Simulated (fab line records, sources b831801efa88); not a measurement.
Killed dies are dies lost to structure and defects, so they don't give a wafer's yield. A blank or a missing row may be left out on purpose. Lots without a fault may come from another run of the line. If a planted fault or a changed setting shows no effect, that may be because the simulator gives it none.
Split-lot trial    flow sky130    5 lots, 23 wafers read, on a route of 708 steps

THE SPLIT ITSELF
At SKY_VT_ADJUST_NCORE_EXPOSE_04 (exposes mask LVTN COMPLEMENT THIN, target cd 380 nm), the setting doseMj was moved away from the recipe's 139 on 8 of the 23 wafers read, by -7.3% to -4.8%. For the rest of the wafers, this setting stayed at what the recipe calls for.

FROM THE SPLIT TO THE READING: what the file shows between them, 2 steps
- SKY_VT_ADJUST_NCORE_PEB_05
- SKY_VT_ADJUST_NCORE_DEVELOP_06: develop time 59.05 s

THE READING
cdNm (nm) at SKY_VT_ADJUST_NCORE_CD_MEAS_07, where the cd target is 380 nm. On this fab line, fault-free wafers typically give 380.3 nm with a standard deviation of 2.1 nm.

wafer   tool, chamber at the split  doseMj as run  against the recipe  cdNm, nm  against lot-mates on the recipe
L076.1  ilineStepper-01, 0          139            recipe              381.8     -
L076.2  ilineStepper-01, 0          139            recipe              385.2     -
L076.4  ilineStepper-01, 0          139            recipe              379.0     -
L076.5  ilineStepper-01, 0          139            recipe              380.2     -
L076.6  ilineStepper-01, 0          139            recipe              385.1     -
L079.1  ilineStepper-01, 0          139            recipe              387.7     -
L079.3  ilineStepper-01, 0          128.8          -7.3%               366.8     -20.4
L079.4  ilineStepper-01, 0          128.8          -7.3%               359.7     -27.5
L079.5  ilineStepper-01, 0          128.8          -7.3%               360.7     -26.5
L079.6  ilineStepper-01, 0          139            recipe              386.7     -
L080.2  ilineStepper-02, 0          139            recipe              381.6     -
L080.3  ilineStepper-02, 0          131.6          -5.3%               365.5     -18.0
L080.4  ilineStepper-02, 0          139            recipe              385.2     -
L080.5  ilineStepper-02, 0          131.6          -5.3%               364.2     -19.3
L080.6  ilineStepper-02, 0          139            recipe              383.8     -
L083.1  ilineStepper-01, 0          139            recipe              379.5     -
L083.3  ilineStepper-01, 0          132.3          -4.8%               362.4     -19.1
L083.4  ilineStepper-01, 0          132.3          -4.8%               369.2     -12.3
L083.5  ilineStepper-01, 0          139            recipe              383.5     -
L083.6  ilineStepper-01, 0          132.3          -4.8%               368.9     -12.6
L084.3  ilineStepper-02, 0          139            recipe              379.3     -
L084.4  ilineStepper-02, 0          139            recipe              378.7     -
L084.6  ilineStepper-02, 0          139            recipe              376.8     -

FIT RESULTS
A straight line over all 23 wafers: cdNm changes by +2.91 nm for each +1% of doseMj; r = +0.94; the points scatter about the line by 3.3 nm.
The same after taking each lot's own level away (the mean of its wafers on the recipe; 23 wafers): +3.33 nm for each +1%; r = +0.97; scatter 2.4 nm.
According to that fit, moving doseMj by its largest amount changes the reading by 24 nm.
Measured against the standard deviation above, the lots' own levels, which go from 378.27 to 387.20 nm, span 4.3 times it.
So the lot-to-lot level changes the slope: the two fits differ.
Check: for one of the wafers moved furthest among these (-7.3%), held out of the fit, the line's prediction against its lot-mates is -25.3 nm. Against them it came out at -20.4 nm.

OTHER SPLITS ON THESE WAFERS
Other splits were also applied to these wafers ahead of the reading. Each is held against what the fit with the lots' levels taken away leaves over:
other split on the same wafers           wafers away from the commonest value  r with cdNm (lot level and that fit taken away)
SKY_FIELD_ISO_EXPOSE_10 doseMj           11                                    -0.17
SKY_FIELD_ISO_ETCH_17 icpW               6                                     -0.04
SKY_PWDE_IMPLANT_08 energyKev            8                                     -0.16
SKY_NWELL_IMPLANT_13 energyKev           9                                     +0.01
SKY_NWELL_IMPLANT_24 energyKev           10                                    +0.00
SKY_VT_ADJUST_HVTP_COAT_02 spinRpm       7                                     +0.14
SKY_VT_ADJUST_LVTN_COAT_02 resistThkNm   5                                     -0.01
SKY_VT_ADJUST_NCORE_COAT_02 resistThkNm  11                                    -0.79

THE WHOLE CHAIN: every reading that the file lists as answering this split, in the file's order
step                            what it does          reading                                                                change (the file's fit)               r (the file's)
SKY_VT_ADJUST_NCORE_DEVELOP_06  develop time 59.05 s  VT_ADJUST_NCORE.cdNm (the simulator's own value, which no gauge read)  +3.31 nm for each +1% of the setting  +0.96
SKY_VT_ADJUST_NCORE_CD_MEAS_07  target cd 380 nm      cdNm                                                                   +3.35 nm for each +1% of the setting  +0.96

THE FILE'S OWN FIT
cdNm changes by +3.35 nm for each +1% of doseMj, r = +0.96.
